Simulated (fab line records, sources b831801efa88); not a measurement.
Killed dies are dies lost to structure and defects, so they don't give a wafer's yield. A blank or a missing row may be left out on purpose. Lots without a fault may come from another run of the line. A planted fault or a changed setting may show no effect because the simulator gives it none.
fab line records | flow sky130
record lots=5 wafers=15 last_day=50
route steps=708 shown FIELD_ISO@27 NWELL@32 DNWELL@35 PWDE@45
lots that met no fault: from a run of the same line without faults
start_h: hours from the record's first day to the start of the lot's first wafer shown | wait_h: hours since the lot's step before | " the same as in the row above | L1.1+2: a row that stands for several wafers | - no value, or no start given | * or withheld: withheld | < > ~ a bound
route shown NAME@n: a module of which the file shows steps, and the number in the route of the first | usual: mean/standard deviation of fault-free wafers | same: alike in all rows | chamber/n: place in a boat | sites: the reading at each site | _std_site: their standard deviation | _edge_site: outer sites' mean less inner sites' | radius_mm: how far each site lies from the wafer's centre | mask NAME#n: copy n | behind: the tool/chamber that last shaped the wafer | hold: why the lot was held/for how many hours/how that ended | device: the transistor (n, p or np) that didn't switch | end of line: the same wafers' tests at the end of the route | a step without rows: its recipe alone | killed: dies lost to structure and defects at the first sort, not the wafer's yield | map: a wafer's dies, x killed, . not, _ none there
set.NAME: the setting as run; set.NAME@STEP: as run at that earlier step | model.NAME: the simulator's own value behind a step, which no gauge read
lots at some steps of the route; a table a step, a row a wafer
services: from which hour (start_h, from the record's first day; less than 0 if before it) a tool's chamber was out of use, for how many hours, and why
## steps
# step SKY_FIELD_ISO_ANNEAL_26
# recipe temp_c=1000 time_s=1800 ambient=N2
# step SKY_FIELD_ISO_CMP_27
# recipe stop_on=Si3N4 t_overpolish_s=16 down_force_psi=4 platen_rpm=60 target_thk_nm=457.8 pad_velocity_m_s=0.94248
# usual motor_current_A=12.1/1.3 overpolish_run_s=15.999/0.0086 retaining_ring_pressure_frac=0.999/0.0054 time_to_endpoint_s=111/4.9
# columns lot.wafer tool chamber start_h wait_h motor_current_A overpolish_run_s retaining_ring_pressure_frac time_to_endpoint_s
L836.3 cmp-02 1 38.86 0.1 11.6 15.996 0.990 114
L836.4 " 2 " " 13.2 16.008 1.000 110
L836.6 " 1 " " 12.1 16.009 0.994 115
L842.2 cmp-02 2 71.30 0.0 12.6 15.996 1.006 113
L842.1 " 1 " " 12.1 15.996 1.008 115
L842.6 " 3 " " 14.2 15.996 1.004 107
L848.1 cmp-02 2 104.60 0.0 12.5 15.997 0.992 113
L848.2 " 0 " " 11.0 15.994 0.993 108
L848.5 " 2 " " 11.8 16.001 0.997 116
L852.4 cmp-02 3 124.25 0.0 14.4 15.981 0.998 107
L852.3 " 1 " " 12.2 16.004 0.996 118
L852.6 " 3 " " 14.6 15.975 1.003 107
L857.2 cmp-01 2 149.25 0.0 11.1 15.998 0.998 109
L857.1 " 1 " " 10.8 16.013 1.008 107
L857.5 " 2 " " 10.2 16.021 1.002 106
# step SKY_FIELD_ISO_WET_ETCH_28
# recipe chemistry=dHF target_depth_nm=23.7 target=SiO2 dilution=10:1 temp_c=25 time_s=47
# step SKY_FIELD_ISO_WET_ETCH_29
# recipe chemistry=H3PO4 target_depth_nm=160 target=Si3N4 temp_c=160 time_s=1825
# step SKY_FIELD_ISO_WET_ETCH_30
# recipe chemistry=dHF target_depth_nm=25 target=SiO2 dilution=10:1 temp_c=25 time_s=50
# step SKY_NWELL_CLEAN_00
# recipe chemistry=SC1/SC2 mix=1:4:20 temp_c=70 time_s=150 dry=n2_spin
# step SKY_NWELL_OXIDATION_01
# recipe temp_c=900 ambient=O2 stabilise_s=600 purge_s=300 target_thk_a=100 ox_time_s=1418
# step SKY_NWELL_THK_MEAS_02
# recipe reads=SiO2_of_NWELL_OXIDATION_01
# usual NWELL_OXIDATION_THK=9.90/0.17
# columns lot.wafer tool chamber start_h wait_h NWELL_OXIDATION_THK[nm]
L836.3 film_metro-01 - 41.62 0.0 9.67
L836.4 " - " " 9.72
L836.6 " - " " 9.72
L842.1 film_metro-04 - 73.61 0.0 10.00
L842.2 " - " " 9.62
L842.6 " - " " 9.71
L848.1 film_metro-03 - 110.12 0.1 9.80
L848.2 " - " " 10.02
L848.5 " - " " 9.90
L852.3 film_metro-04 - 127.45 0.0 9.83
L852.4 " - " " 9.86
L852.6 " - " " 9.84
L857.1 film_metro-01 - 153.62 0.0 9.93
L857.2 " - " " 9.87
L857.5 " - " " 9.80
# step SKY_DNWELL_DEHYDRATE_00
# recipe temp_c=200 time_s=60
# step SKY_DNWELL_HMDS_01
# recipe prime_time_s=60 prime_temp_c=120
# step SKY_DNWELL_COAT_02
# recipe spin_rpm=2000 resist_thk_nm=3000
# step SKY_DNWELL_SOFTBAKE_03
# recipe temp_c=110 time_s=withheld
# step SKY_DNWELL_EXPOSE_04
# recipe mask_id=DNM na=0.57 target_cd_nm=3000 dose_mj=222
# columns lot.wafer tool chamber start_h wait_h mask
L836.3+4+6 iline_stepper-02 0 49.82 - DNM#0
L842.1+2+6 iline_stepper-02 0 81.78 - DNM#0
L848.1+2+5 iline_stepper-02 0 119.07 - NWM#0
L852.3+4+6 iline_stepper-02 0 136.96 - DNM#0
L857.1+2+5 iline_stepper-02 0 163.08 - DNM#0
# step SKY_DNWELL_PEB_05
# recipe temp_c=115 time_s=withheld
# step SKY_DNWELL_DEVELOP_06
# recipe wall_angle_deg=90 developer=TMAH develop_time_s=60 dev_temp_c=23
# step SKY_DNWELL_IMPLANT_07
# recipe species=P energy_kev=withheld dose_cm2=withheld tilt_deg=withheld
# step SKY_DNWELL_STRIP_08
# recipe chemistry=O2/N2 power_w=1400 pressure_mtorr=1500 platen_temp_c=withheld o2_flow_sccm=3000 n2_flow_sccm=300 overash_fraction=0.5
# usual chamber_pressure_mTorr=1500.0/1.4 drypump_motor_current_A=5.9/0.63 n2_flow_sccm=300.1/0.77 oes_product_au=0.722/0.0042 strip_time_to_endpoint_s=36.94/0.092
# columns lot.wafer tool chamber start_h wait_h chamber_pressure_mTorr drypump_motor_current_A n2_flow_sccm oes_product_au rf_hours_counter_h strip_time_to_endpoint_s
L836.3 plasma_asher-01 0 57.54 0.1 1496.7 6.5 298.4 0.727 - 37.08
L836.4 " 1 " " 1498.5 5.1 299.4 0.722 - 37.12
L836.6 " 0 " " 1499.9 6.5 299.1 0.724 - 37.17
L842.1 plasma_asher-04 1 90.50 0.1 1499.9 6.2 300.8 0.717 21 36.73
L842.2 " 0 " " 1503.2 6.4 300.4 0.725 21 36.89
L842.6 " 0 " " 1499.4 6.4 299.9 0.716 - 36.86
L848.1 plasma_asher-04 1 128.38 0.1 1498.9 6.2 299.1 0.719 25 36.94
L848.2 " 0 " " 1498.6 6.3 300.2 0.722 25 36.97
L848.5 " 1 " " 1501.2 6.2 299.4 0.723 - 36.86
L852.3 plasma_asher-04 1 146.78 0.1 1500.2 6.2 299.8 0.720 - 36.88
L852.4 " 0 " " 1497.3 6.4 301.0 0.720 - 36.82
L852.6 " 1 " " 1498.6 6.2 299.9 0.714 - 36.79
L857.1 plasma_asher-04 1 173.33 0.1 1504.6 6.2 298.8 0.732 31 36.69
L857.2 " 0 " " 1501.6 6.3 299.1 0.725 31 36.68
L857.5 " 0 " " 1499.7 6.4 298.7 0.720 - 36.77
# step SKY_DNWELL_TW_MEAS_09
# usual DNWELL_TW=1115/11
# columns lot.wafer tool chamber start_h wait_h DNWELL_TW
L836.3 film_metro-03 - 57.62 0.1 1112
L836.4 " - " " 1112
L836.6 " - " " 1108
L842.1 film_metro-03 - 90.60 0.1 1112
L842.2 " - " " 1112
L842.6 " - " " 1111
L848.1 film_metro-01 - 128.48 0.1 30
L848.2 " - " " 30
L848.5 " - " " 30
L852.3 film_metro-03 - 146.87 0.1 1096
L852.4 " - " " 1099
L852.6 " - " " 1098
L857.1 film_metro-03 - 173.43 0.1 1104
L857.2 " - " " 1097
L857.5 " - " " 1100
# step SKY_PWDE_DEHYDRATE_00
# recipe temp_c=200 time_s=60
# step SKY_PWDE_HMDS_01
# recipe prime_time_s=60 prime_temp_c=120
# step SKY_PWDE_COAT_02
# recipe spin_rpm=2000 resist_thk_nm=3059
# step SKY_PWDE_SOFTBAKE_03
# recipe temp_c=110 time_s=withheld
# step SKY_PWDE_EXPOSE_04
# recipe mask_id=PWDEM na=0.6 source_shape=conventional sigma_outer=0.6 polarization=unpolarized target_cd_nm=840 dose_mj=214
# step SKY_PWDE_PEB_05
# recipe temp_c=115 time_s=withheld
# step SKY_PWDE_DEVELOP_06
# recipe wall_angle_deg=90 developer=TMAH develop_time_s=60 dev_temp_c=23
# step SKY_PWDE_OVL_MEAS_07
# usual PWDE_OVL=0.0/1.3
# columns lot.wafer tool chamber start_h wait_h PWDE_OVL[nm]
L836.3 overlay-02 - 74.26 - -1.1
L836.4 " - " " 0.3
L836.6 " - " " 0.4
L842.1 overlay-02 - 107.96 - 1.5
L842.2 " - " " 0.5
L842.6 " - " " -1.5
L848.1 overlay-01 - 146.96 - -0.6
L848.2 " - " " -1.1
L848.5 " - " " -1.1
L852.3 overlay-02 - 167.29 - -0.8
L852.4 " - " " 0.1
L852.6 " - " " 0.0
L857.1 overlay-02 - 194.43 - 1.0
L857.2 " - " " 0.2
L857.5 " - " " -0.4
# step SKY_PWDE_IMPLANT_08
# recipe species=B energy_kev=150 dose_cm2=3.572e+12 tilt_deg=withheld
# step SKY_PWDE_STRIP_09
# recipe chemistry=O2/N2 power_w=1400 pressure_mtorr=1500 platen_temp_c=withheld o2_flow_sccm=3000 n2_flow_sccm=300 overash_fraction=0.5
# usual chamber_pressure_mTorr=1500.2/1.4 drypump_motor_current_A=5.6/0.63 n2_flow_sccm=299.8/0.79 oes_product_au=0.723/0.0045 strip_time_to_endpoint_s=37.60/0.11
# columns lot.wafer tool chamber start_h wait_h chamber_pressure_mTorr drypump_motor_current_A n2_flow_sccm oes_product_au rf_hours_counter_h strip_time_to_endpoint_s
L836.3 plasma_asher-01 0 74.47 0.1 1500.2 6.5 300.5 0.720 - 37.38
L836.4 " 1 " " 1502.3 5.0 298.8 0.724 - 37.40
L836.6 " 0 " " 1500.5 6.5 299.1 0.728 - 37.39
L842.1 plasma_asher-02 1 108.15 0.1 1498.7 4.8 299.6 0.713 46 37.57
L842.2 " 0 " " 1499.2 6.1 300.2 0.715 46 37.67
L842.6 " 0 " " 1501.6 6.1 299.8 0.723 - 37.67
L848.1 plasma_asher-03 0 147.15 0.1 1500.3 5.5 300.3 0.724 46 37.48
L848.2 " 1 " " 1498.5 5.8 300.5 0.724 46 37.47
L848.5 " 0 " " 1498.6 5.4 300.4 0.722 - 37.54
L852.3 plasma_asher-03 0 167.50 0.1 1496.9 5.5 300.7 0.735 - 37.69
L852.4 " 1 " " 1499.2 5.9 299.1 0.730 - 37.62
L852.6 " 1 " " 1501.4 5.9 298.7 0.722 - 37.78
L857.1 plasma_asher-02 0 194.61 0.1 1497.1 6.1 300.0 0.725 54 37.52
L857.2 " 1 " " 1501.0 4.8 299.3 0.722 54 37.52
L857.5 " 1 " " 1501.6 4.8 300.0 0.720 - 37.43
# step SKY_PWDE_TW_MEAS_10
# usual PWDE_TW=374.3/3
# columns lot.wafer tool chamber start_h wait_h PWDE_TW
L836.3 film_metro-01 - 74.55 0.1 374.9
L836.4 " - " " 375.1
L836.6 " - " " 376.3
L842.1 film_metro-03 - 108.25 0.1 371.1
L842.2 " - " " 368.7
L842.6 " - " " 370.0
L848.1 film_metro-04 - 147.25 0.1 377.2
L848.2 " - " " 379.1
L848.5 " - " " 375.9
L852.3 film_metro-01 - 167.58 0.1 374.7
L852.4 " - " " 372.6
L852.6 " - " " 373.2
L857.1 film_metro-03 - 194.71 0.1 368.2
L857.2 " - " " 368.6
L857.5 " - " " 366.2
# step SKY_NWELL_DEHYDRATE_03
# recipe temp_c=200 time_s=60
# step SKY_NWELL_HMDS_04
# recipe prime_time_s=60 prime_temp_c=120
# step SKY_NWELL_COAT_05
# recipe spin_rpm=2000 resist_thk_nm=3000
# step SKY_NWELL_SOFTBAKE_06
# recipe temp_c=110 time_s=withheld
# step SKY_NWELL_EXPOSE_07
# recipe mask_id=NWM na=0.6 source_shape=conventional sigma_outer=0.6 polarization=unpolarized target_cd_nm=840 dose_mj=255
# step SKY_NWELL_PEB_08
# recipe temp_c=115 time_s=withheld
# step SKY_NWELL_DEVELOP_09
# recipe wall_angle_deg=90 developer=TMAH develop_time_s=60 dev_temp_c=23
# step SKY_NWELL_OVL_MEAS_10
# usual NWELL_00_OVL=-0.3/1.4
# columns lot.wafer tool chamber start_h wait_h NWELL_00_OVL[nm]
L836.3 overlay-02 - 91.74 - -0.1
L836.4 " - " " 1.2
L836.6 " - " " -0.7
L842.1 overlay-01 - 126.88 - -0.3
L842.2 " - " " 0.0
L842.6 " - " " 1.7
L848.1 overlay-01 - 167.55 - 2.0
L848.2 " - " " 0.6
L848.5 " - " " 3.8
L852.3 overlay-02 - 188.54 - -0.8
L852.4 " - " " -1.6
L852.6 " - " " 0.5
L857.1 overlay-01 - 216.05 - -0.4
L857.2 " - " " 0.9
L857.5 " - " " -2.0
# step SKY_NWELL_IMPLANT_11
# recipe species=P energy_kev=400 dose_cm2=1.9e+13 tilt_deg=withheld
# step SKY_NWELL_IMPLANT_12
# recipe species=P energy_kev=120 dose_cm2=1.3e+12 tilt_deg=withheld
# step SKY_NWELL_IMPLANT_13
# recipe species=P energy_kev=50 dose_cm2=7e+11 tilt_deg=withheld
# step SKY_NWELL_STRIP_14
# recipe chemistry=O2/N2 power_w=1400 pressure_mtorr=1500 platen_temp_c=withheld o2_flow_sccm=3000 n2_flow_sccm=300 overash_fraction=0.5
# usual chamber_pressure_mTorr=1500.1/1.3 drypump_motor_current_A=5.9/0.55 n2_flow_sccm=300.0/0.93 oes_product_au=0.723/0.0042 strip_time_to_endpoint_s=36.91/0.12
# columns lot.wafer tool chamber start_h wait_h chamber_pressure_mTorr drypump_motor_current_A n2_flow_sccm oes_product_au rf_hours_counter_h strip_time_to_endpoint_s
L836.3 plasma_asher-03 1 92.25 0.1 1498.4 5.8 300.5 0.719 - 36.80
L836.4 " 0 " " 1501.2 5.5 299.7 0.721 - 36.64
L836.6 " 0 " " 1498.0 5.4 299.7 0.719 - 36.75
L842.1 plasma_asher-04 0 127.36 0.1 1502.0 6.4 299.9 0.725 25 37.06
L842.2 " 1 " " 1499.7 6.2 302.1 0.720 25 37.03
L842.6 " 0 " " 1501.1 6.4 300.3 0.723 - 36.94
L848.1 plasma_asher-01 1 168.04 0.1 1500.8 5.1 301.1 0.719 6 36.95
L848.2 " 0 " " 1501.8 6.5 300.2 0.718 6 36.89
L848.5 " 0 " " 1499.7 6.6 300.3 0.719 - 36.91
L852.3 plasma_asher-01 1 189.05 0.1 1498.5 5.1 301.3 0.729 - 36.83
L852.4 " 0 " " 1501.6 6.5 298.7 0.723 - 36.91
L852.6 " 0 " " 1501.1 6.5 300.2 0.721 - 36.93
L857.1 plasma_asher-01 0 216.54 0.1 1497.2 6.5 302.0 0.717 10 37.12
L857.2 " 1 " " 1499.8 5.1 300.8 0.726 10 37.01
L857.5 " 0 " " 1500.8 6.6 301.2 0.726 - 37.12
# step SKY_NWELL_TW_MEAS_15
# usual NWELL_TW=1817/21
# columns lot.wafer tool chamber start_h wait_h NWELL_TW
L836.3 film_metro-03 - 92.33 0.1 1813
L836.4 " - " " 1821
L836.6 " - " " 1821
L842.1 film_metro-01 - 127.46 0.1 1851
L842.2 " - " " 1840
L842.6 " - " " 1845
L848.1 film_metro-04 - 168.14 0.1 1947
L848.2 " - " " 1933
L848.5 " - " " 1948
L852.3 film_metro-03 - 189.13 0.1 1799
L852.4 " - " " 1790
L852.6 " - " " 1795
L857.1 film_metro-01 - 216.64 0.1 1848
L857.2 " - " " 1845
L857.5 " - " " 1847
## services
# columns tool chamber start_h hours kind
cmp-01 - 19.22 0.2 repair
iline_stepper-02 - 24.07 1.7 pm
cmp-01 - 34.17 1.2 repair
cmp-01 - 64.15 4.0 pm
plasma_asher-04 - 64.77 2.8 pm
plasma_asher-01 - 108.75 9.0 pm
plasma_asher-01 0 108.75 9.0 vent_cycle
plasma_asher-01 1 108.75 9.0 vent_cycle
cmp-01 - 110.01 0.8 repair
plasma_asher-01 - 111.70 0.6 repair
plasma_asher-01 0 117.75 - clean
plasma_asher-01 1 117.75 - clean
cmp-02 - 117.89 0.4 repair
cmp-01 - 121.60 18.8 repair
plasma_asher-02 - 127.18 10.7 repair
iline_stepper-02 - 128.00 3.7 repair
plasma_asher-03 - 129.48 10.0 repair
cmp-02 - 156.86 23.9 pm
cmp-01 - 160.34 0.6 repair
cmp-02 - 181.28 4.4 repair
cmp-01 - 196.22 7.4 pm
plasma_asher-04 - 213.94 14.6 pm
cmp-02 - 214.73 1.1 repair
cmp-01 - 214.77 0.7 repair
## key
first_sign step=SKY_DNWELL_EXPOSE_04 reading=mask direction=changed
effect step=SKY_DNWELL_TW_MEAS_09 reading=DNWELL_TW direction=down sigmas=99+ usual=1115 struck=30
effect step=SKY_NWELL_TW_MEAS_15 reading=NWELL_TW direction=up sigmas=6 usual=1817 struck=1943
met_at SKY_DNWELL_EXPOSE_04
struck_wafers L848.1,L848.2,L848.5
sort_left_out L848.1,L848.2,L848.5
tester_left_out L848
onset_between 81.78 119.07
fault kind=wrong_mask tool=any chamber=- onset_h=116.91 steps=SKY_DNWELL_EXPOSE_04 aux_copy=NWM#0 scope=struck_lots_only
# tester_left_out: of these lots the tester's yield and bins aren't shown, on N5 and GAA mostly nor the transistor test; their killed dies are dies lost to structure and defects alone, not to doping, threshold or leakage, so they don't give the yield
# sort_left_out: the simulated sort isn't trusted on such a fault, so these wafers' sort isn't shown, and their yield isn't known
